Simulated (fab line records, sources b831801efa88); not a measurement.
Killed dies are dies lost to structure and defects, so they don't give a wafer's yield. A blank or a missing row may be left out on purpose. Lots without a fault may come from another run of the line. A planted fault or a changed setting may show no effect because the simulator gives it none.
One fault seen from 2 desks | flow sky130 | each desk has only its own numbers; what lay behind them comes last

THE TOOL OWNER'S DESK: implanter-04
The tool's own readings at SKY_LDD_HVP_IMPLANT_08: means of the sampled wafers that have a number, for each lot that ran on this tool. A lot is out of limits, marked OUT, if its mean lies more than 4 standard deviations from the usual mean; the brackets give that distance.
Columns: A = dose_ions_cm2 at SKY_LDD_HVP_IMPLANT_08, usual 1.7e+13; B = faraday_current_uA at SKY_LDD_HVP_IMPLANT_08, usual 95.7
lot  | first seen here | A                         | B
L755 | day 22 03:52    | 1.7e+13                   | 94.5
L756 | day 22 17:27    | 1.7e+13                   | 94.3
L760 | day 24 15:17    | 1.7e+13                   | 94.4
L759 | day 24 17:30    | 1.7e+13                   | 96.3
L764 | day 25 18:38    | 1.7e+13                   | 98.1
L766 | day 26 10:17    | 1.7e+13                   | 95.2
L770 | day 28 06:48    | 9.0e+13 (+99 or more) OUT | 508.4 (+99 or more) OUT
L772 | day 28 13:30    | 9.0e+13 (+99 or more) OUT | 503.7 (+99 or more) OUT
L771 | day 28 16:30    | 9.0e+13 (+99 or more) OUT | 493.7 (+99 or more) OUT
This desk's finding: out of limits on L770, L771, L772; first on L770, day 28 06:48 (dose_ions_cm2 at SKY_LDD_HVP_IMPLANT_08). In limits: L755, L756, L760, L759, L764, L766.

THE METROLOGY DESK
What the gauges read, lot by lot, whatever tool the lot ran on: means of the sampled wafers that have a number. A lot is out of limits, marked OUT, if its mean lies more than 4 standard deviations from the usual mean; the brackets give that distance.
Columns: A = LDD_HVP_TW at SKY_LDD_HVP_TW_MEAS_10, usual 455
lot  | first seen here | A
L753 | day 21 15:29    | 453
L755 | day 22 04:07    | 451
L756 | day 22 17:42    | 451
L757 | day 23 00:11    | 449
L758 | day 23 19:19    | 450
L760 | day 24 15:29    | 448
L759 | day 24 17:54    | 456
L761 | day 25 03:13    | 462
L762 | day 25 11:01    | 461
L763 | day 25 12:15    | 454
L764 | day 25 18:53    | 458
L766 | day 26 10:31    | 454
L770 | day 28 07:03    | 761 (+70) OUT
L772 | day 28 13:45    | 773 (+72) OUT
L771 | day 28 16:43    | 764 (+70) OUT
This desk's finding: out of limits on L770, L771, L772; first on L770, day 28 07:03 (LDD_HVP_TW at SKY_LDD_HVP_TW_MEAS_10). In limits: L753, L755, L756, L757, L758, L760, L759, L761, L762, L763, L764, L766.

PUT TOGETHER
The tool owner's desk could have raised an alarm at day 28 06:48, on L770, L771, L772.
The metrology desk could have raised an alarm at day 28 07:03, on L770, L771, L772.
Of the lots named, all ran SKY_LDD_HVP_IMPLANT_08 on implanter-04.

WHAT THE SIMULATOR HAD PUT IN
Process parameter drift: implanter-04, from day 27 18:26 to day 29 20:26, at SKY_LDD_HVP_IMPLANT_08. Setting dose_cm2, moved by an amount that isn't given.
Lots struck among those shown: L770, L771, L772.
Hours from the fault's start to each desk's first reading out of limits: the tool owner's desk, 12; the metrology desk, 13.
